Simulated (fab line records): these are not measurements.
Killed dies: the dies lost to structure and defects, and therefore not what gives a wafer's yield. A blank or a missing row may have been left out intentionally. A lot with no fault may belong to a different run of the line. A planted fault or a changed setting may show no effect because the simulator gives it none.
Which tool is to blame?    flow sky130    12 lots (36 wafers sampled), 1 step of a 708-step route

== WHAT EACH GAUGE READ, for each wafer ==
SKY_LI_CONTACT_BOW_MEAS_03.
lot   measured      on             LI_CONTACT_BOW (um)
L075  day 28 19:35  film_metro-04  60 64 58
L077  day 29 04:28  film_metro-04  54 52 49
L079  day 29 20:52  film_metro-04  49 56 45
L081  day 30 18:42  film_metro-03  57 47 44
L083  day 31 20:11  film_metro-03  51 45 56
L085  day 32 04:49  film_metro-04  70 71 72
L087  day 32 18:19  film_metro-01  51 60 57
L089  day 33 04:15  film_metro-01  52 63 59
L091  day 34 00:48  film_metro-03  46 57 50
L093  day 34 15:49  film_metro-03  44 39 50
L095  day 34 21:30  film_metro-03  58 48 50
L096  day 36 00:46  film_metro-03  54 52 53

== TOOL THAT RAN EACH LOT (tool first, then ch and the chambers of the sampled wafers, then the start) ==
No process step before these readings appears in the record.

== THE ANSWER, worked out from the rows above alone ==
Rule: the usual values come from the lots themselves. Put in order of their means at a reading, lots are off if they are a third of the lots or fewer, leave a main group of 4 or more, and stand apart from it by a gap of 3 or more times the standard deviation of the main group's means; of several such gaps the widest counts. A main group is skipped when, at the precision printed for the reading in the tables above, its means are all equal. A lot without any number at a reading at which 4 lots or more have one is off too. The other lots that the step has rows for count as sound.
None of the lots is off at any reading shown; this tells nothing.

== WHAT THE SIMULATOR HAD PUT IN ==
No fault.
